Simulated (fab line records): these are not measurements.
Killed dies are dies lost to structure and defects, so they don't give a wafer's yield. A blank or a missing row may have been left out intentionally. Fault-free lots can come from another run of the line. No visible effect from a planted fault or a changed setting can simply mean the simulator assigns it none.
The tool behind it: which one? + flow sky130 + 36 wafers from 12 lots sampled at 5 of the route's 708 steps

## WHAT THE GAUGES READ, wafer by wafer
SKY_PWDE_OVL_MEAS_07. Usual: for PWDE_OVL the level is 1.2 nm and the standard deviation is 1.3.
| lot  | measured    | on         | PWDE_OVL (nm) | flag |
|------|-------------|------------|---------------|------|
| L403 | day 4 02:41 | overlay-02 | -1.0 0.4 -0.5 |      |
| L404 | day 4 08:59 | overlay-02 | 1.7 2.4 0.5   |      |
| L406 | day 4 17:08 | overlay-01 | 0.9 -1.5 -0.8 |      |
| L407 | day 5 01:01 | overlay-02 | -0.6 2.4 2.2  |      |
| L408 | day 5 05:35 | overlay-02 | 1.3 1.0 0.9   |      |
| L409 | day 5 11:53 | overlay-02 | 1.3 1.8 1.8   |      |
| L411 | day 5 22:02 | overlay-02 | 1.9 0.9 3.0   |      |
| L415 | day 6 20:07 | overlay-02 | 3.9 3.2 1.6   |      |
| L420 | day 8 07:53 | overlay-01 | 1.7 1.1 1.3   |      |
| L421 | day 8 08:37 | overlay-01 | -0.4 2.4 1.7  |      |
| L423 | day 9 00:59 | overlay-01 | 0.0 -0.7 1.6  |      |
| L424 | day 9 02:47 | overlay-01 | -0.8 1.1 0.4  |      |

SKY_VT_ADJUST_HVTR_TW_MEAS_11. Usual: for VT_ADJUST_HVTR_TW the level is 209.7 and the standard deviation is 0.98.
| lot  | measured     | on           | VT_ADJUST_HVTR_TW | flag |
|------|--------------|--------------|-------------------|------|
| L403 | day 9 19:02  | filmMetro-03 | 208.6 209.5 209.0 |      |
| L404 | day 10 03:56 | filmMetro-03 | 210.4 209.9 209.4 |      |
| L406 | day 10 16:26 | filmMetro-03 | 210.9 210.8 211.0 |      |
| L407 | day 11 02:23 | filmMetro-03 | 210.5 209.8 210.8 |      |
| L408 | day 11 07:33 | filmMetro-01 | 208.0 209.7 209.0 |      |
| L409 | day 11 17:22 | filmMetro-03 | 209.4 209.7 209.3 |      |
| L411 | day 12 05:59 | filmMetro-03 | 210.4 210.4 210.8 |      |
| L415 | day 13 07:40 | filmMetro-03 | 211.1 211.8 211.3 |      |
| L420 | day 15 09:11 | filmMetro-01 | 208.8 209.4 209.1 |      |
| L421 | day 15 10:10 | filmMetro-01 | 142.6 142.0 142.3 | OFF  |
| L423 | day 16 06:08 | filmMetro-01 | 143.9 143.7 143.7 | OFF  |
| L424 | day 16 09:17 | filmMetro-03 | 209.4 209.5 209.9 |      |

SKY_SONOS_TUNNEL_TW_MEAS_12. Usual: for SONOS_TUNNEL_TW the level is 196.4 and the standard deviation is 0.99.
| lot  | measured     | on           | SONOS_TUNNEL_TW   | flag |
|------|--------------|--------------|-------------------|------|
| L403 | day 11 17:14 | filmMetro-04 | 196.6 196.6 196.4 |      |
| L404 | day 12 03:55 | filmMetro-02 | 195.1 196.5 194.6 |      |
| L406 | day 12 17:23 | filmMetro-04 | 196.9 197.4 197.4 |      |
| L407 | day 13 03:47 | filmMetro-04 | 196.1 195.9 196.7 |      |
| L408 | day 13 07:56 | filmMetro-04 | 196.9 197.4 194.8 |      |
| L409 | day 13 19:21 | filmMetro-02 | 196.3 195.1 195.4 |      |
| L411 | day 14 08:36 | filmMetro-02 | 195.1 194.3 196.0 |      |
| L415 | day 15 13:00 | filmMetro-03 | 196.1 196.5 196.1 |      |
| L420 | day 17 18:45 | filmMetro-04 | 197.2 196.7 196.5 |      |
| L421 | day 17 19:59 | filmMetro-03 | 196.8 197.3 196.5 |      |
| L423 | day 18 16:22 | filmMetro-03 | 197.5 197.5 196.2 |      |
| L424 | day 18 19:43 | filmMetro-02 | 194.4 195.9 196.5 |      |

## TOOL THAT RAN EACH LOT (tool first, then ch and the chambers of the sampled wafers, then the start)
| lot  | SKY_DNWELL_STRIP_08                | SKY_VT_ADJUST_HVTR_IMPLANT_09   |
|------|------------------------------------|---------------------------------|
| L403 | plasmaAsher-04 ch 0,1, day 3 10:08 | implanter-01 ch 0, day 9 18:48  |
| L404 | plasmaAsher-01 ch 0,1, day 3 15:47 | implanter-01 ch 0, day 10 03:41 |
| L406 | plasmaAsher-04 ch 0,1, day 4 00:26 | implanter-02 ch 0, day 10 16:11 |
| L407 | plasmaAsher-01 ch 0,1, day 4 08:10 | implanter-01 ch 0, day 11 02:08 |
| L408 | plasmaAsher-04 ch 0,1, day 4 12:37 | implanter-02 ch 0, day 11 07:20 |
| L409 | plasmaAsher-04 ch 0,1, day 4 17:25 | implanter-04 ch 0, day 11 17:07 |
| L411 | plasmaAsher-04 ch 0,1, day 5 04:53 | implanter-01 ch 0, day 12 05:44 |
| L415 | plasmaAsher-02 ch 0,1, day 6 01:41 | implanter-02 ch 0, day 13 07:25 |
| L420 | plasmaAsher-02 ch 0,1, day 7 11:32 | implanter-02 ch 0, day 15 08:57 |
| L421 | plasmaAsher-02 ch 0,1, day 7 12:28 | implanter-01 ch 0, day 15 09:55 |
| L423 | plasmaAsher-02 ch 0,1, day 8 03:55 | implanter-01 ch 0, day 16 05:55 |
| L424 | plasmaAsher-04 ch 0,1, day 8 05:26 | implanter-04 ch 0, day 16 09:02 |
- SKY_DNWELL_STRIP_08: strips in O2/N2.
- SKY_VT_ADJUST_HVTR_IMPLANT_09

## AS READ BY THE TOOLS THEMSELVES (means over the sampled wafers that have a number; for cases with no such wafer, the mark the record gives instead)
SKY_DNWELL_STRIP_08. Usual: drypumpMotorCurrentA 5.7 A, standard deviation 0.36; oesProductAu 0.723 a.u., standard deviation 0.0044; stripTimeToEndpointS 36.97 s, standard deviation 0.11.
| lot  | tool           | drypumpMotorCurrentA (A) | oesProductAu (a.u.) | stripTimeToEndpointS (s) | flag |
|------|----------------|--------------------------|---------------------|--------------------------|------|
| L403 | plasmaAsher-04 | 5.8                      | 0.723               | 36.95                    |      |
| L404 | plasmaAsher-01 | 5.6                      | 0.728               | 36.85                    |      |
| L406 | plasmaAsher-04 | 5.7                      | 0.720               | 37.00                    |      |
| L407 | plasmaAsher-01 | 5.7                      | 0.724               | 36.94                    |      |
| L408 | plasmaAsher-04 | 5.8                      | 0.726               | 36.99                    |      |
| L409 | plasmaAsher-04 | 5.8                      | 0.720               | 36.96                    |      |
| L411 | plasmaAsher-04 | 5.7                      | 0.723               | 36.95                    |      |
| L415 | plasmaAsher-02 | 5.9                      | 0.721               | 36.78                    |      |
| L420 | plasmaAsher-02 | 5.5                      | 0.725               | 36.89                    |      |
| L421 | plasmaAsher-02 | 5.9                      | 0.723               | 36.91                    |      |
| L423 | plasmaAsher-02 | 5.6                      | 0.723               | 37.11                    |      |
| L424 | plasmaAsher-04 | 5.7                      | 0.724               | 36.99                    |      |

SKY_VT_ADJUST_HVTR_IMPLANT_09. Usual: doseIonsCm2 2.1002e+12, standard deviation 2.2e+09; endStationPressureTorr 5.04e-06 Torr, standard deviation 2.9e-07; faradayCurrentUA 11.86, standard deviation 0.23.
| lot  | tool         | doseIonsCm2 | endStationPressureTorr (Torr) | faradayCurrentUA | flag |
|------|--------------|-------------|-------------------------------|------------------|------|
| L403 | implanter-01 | 2.0987e+12  | 5.38e-06                      | 11.72            |      |
| L404 | implanter-01 | 2.0997e+12  | 4.93e-06                      | 11.75            |      |
| L406 | implanter-02 | 2.1007e+12  | 5.01e-06                      | 11.59            |      |
| L407 | implanter-01 | 2.1000e+12  | 4.84e-06                      | 12.08            |      |
| L408 | implanter-02 | 2.1009e+12  | 5.01e-06                      | 12.01            |      |
| L409 | implanter-04 | 2.0994e+12  | 5.15e-06                      | 11.93            |      |
| L411 | implanter-01 | 2.1002e+12  | 5.12e-06                      | 11.70            |      |
| L415 | implanter-02 | 2.1023e+12  | 5.02e-06                      | 12.00            |      |
| L420 | implanter-02 | 2.0995e+12  | 5.20e-06                      | 11.76            |      |
| L421 | implanter-01 | 5.1247e+11  | 5.04e-06                      | 2.90             | OFF  |
| L423 | implanter-01 | 5.1407e+11  | 5.09e-06                      | 2.91             | OFF  |
| L424 | implanter-04 | 2.1027e+12  | 5.13e-06                      | 11.89            |      |

## THE ANSWER, worked out from the rows above alone
Rule: a lot is off if the mean of its wafers that have a number lies more than 3 standard deviations from the usual mean. A lot without any number at a reading at which 4 lots or more have one is off too. Any other lot the step has rows for is counted as sound. The gauges are gone through in route order, then the tools' own readings, and for those a lot's mean is taken as printed above. At the first step where some lot is off, the reading lying furthest off is the one used; lots without a number count as furthest.
Off: at SKY_VT_ADJUST_HVTR_TW_MEAS_11 (VT_ADJUST_HVTR_TW), L421, L423.
A tool fits if, at a process step before that reading, it ran every lot that is off, and no sound lot after the first of them. Not tried: the gauges at SKY_VT_ADJUST_HVTR_TW_MEAS_11; whatever is off there is also off at SKY_VT_ADJUST_HVTR_IMPLANT_09, on other tools, and gauge error can't account for it. 2 tools fit, plasmaAsher-02 at SKY_DNWELL_STRIP_08 and implanter-01 at SKY_VT_ADJUST_HVTR_IMPLANT_09, so this cannot tell which one it is.

## WHAT THE SIMULATOR HAD PUT IN
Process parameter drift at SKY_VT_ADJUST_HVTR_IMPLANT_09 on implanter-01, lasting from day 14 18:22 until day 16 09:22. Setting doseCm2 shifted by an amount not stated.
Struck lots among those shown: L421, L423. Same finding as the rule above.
